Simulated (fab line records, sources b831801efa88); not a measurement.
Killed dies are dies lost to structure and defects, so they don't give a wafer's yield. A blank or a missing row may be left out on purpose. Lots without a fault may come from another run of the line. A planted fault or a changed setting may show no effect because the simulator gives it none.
Chamber matching | flow gf180mcu | GF_V4_CMP_04 on cmp-01: 4 sister chambers
The step polishes SiO2. 7 wafers are shown with their chamber, then 8 later ones without.

WAFERS WITH THEIR CHAMBER
wafer  | chamber | motor_current_A (A) | time_to_endpoint_s (s)
L555.1 | 0       | 11.9                | 75
L558.3 | 1       | 12.1                | 84
L569.1 | 3       | 13.9                | 81
L569.2 | 1       | 11.4                | 71
L571.1 | 3       | 13.7                | 90
L571.6 | 2       | 12.0                | 99
L572.1 | 2       | 12.5                | 80

WAFERS WITHOUT THEIR CHAMBER
wafer  | motor_current_A (A) | time_to_endpoint_s (s)
L572.3 | 12.6                | 73
L572.6 | 11.6                | 87
L573.1 | 11.3                | 81
L573.4 | 14.3                | 84
L573.5 | 11.8                | 83
L574.1 | 11.9                | 76
L574.3 | 11.7                | 70
L574.5 | 12.2                | 73

WHICH CHAMBER EACH WENT THROUGH
wafer  | from the rows above               | in truth
L572.3 | can't be placed: 2 or 0 or 1 or 3 | 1
L572.6 | can't be placed: 1 or 0 or 2      | 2
L573.1 | can't be placed: 1 or 0 or 2      | 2
L573.4 | 3                                 | 3
L573.5 | can't be placed: 1 or 0 or 2      | 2
L574.1 | can't be placed: 0 or 1 or 2      | 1
L574.3 | can't be placed: 0 or 1 or 2      | 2
L574.5 | can't be placed: 0 or 1 or 2      | 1
Placed correctly: 1 of 8. Can't be placed from these rows: 7 (the true chamber is among the candidates in 7). Placed wrongly: 0.
How it was worked out, from the rows above alone: a wafer's distance from a chamber is the root of the sum, over the readings, of the square of ((its reading less the chamber's mean) divided by the reading's scatter). The wafer belongs to the nearest chamber; if the next one is less than 2 further off, it can't be placed. A chamber's mean is the mean of its shown wafers. The scatter: the root of (the sum of the squares of (reading less its chamber's mean) over the shown wafers, divided by (wafers less chambers)).
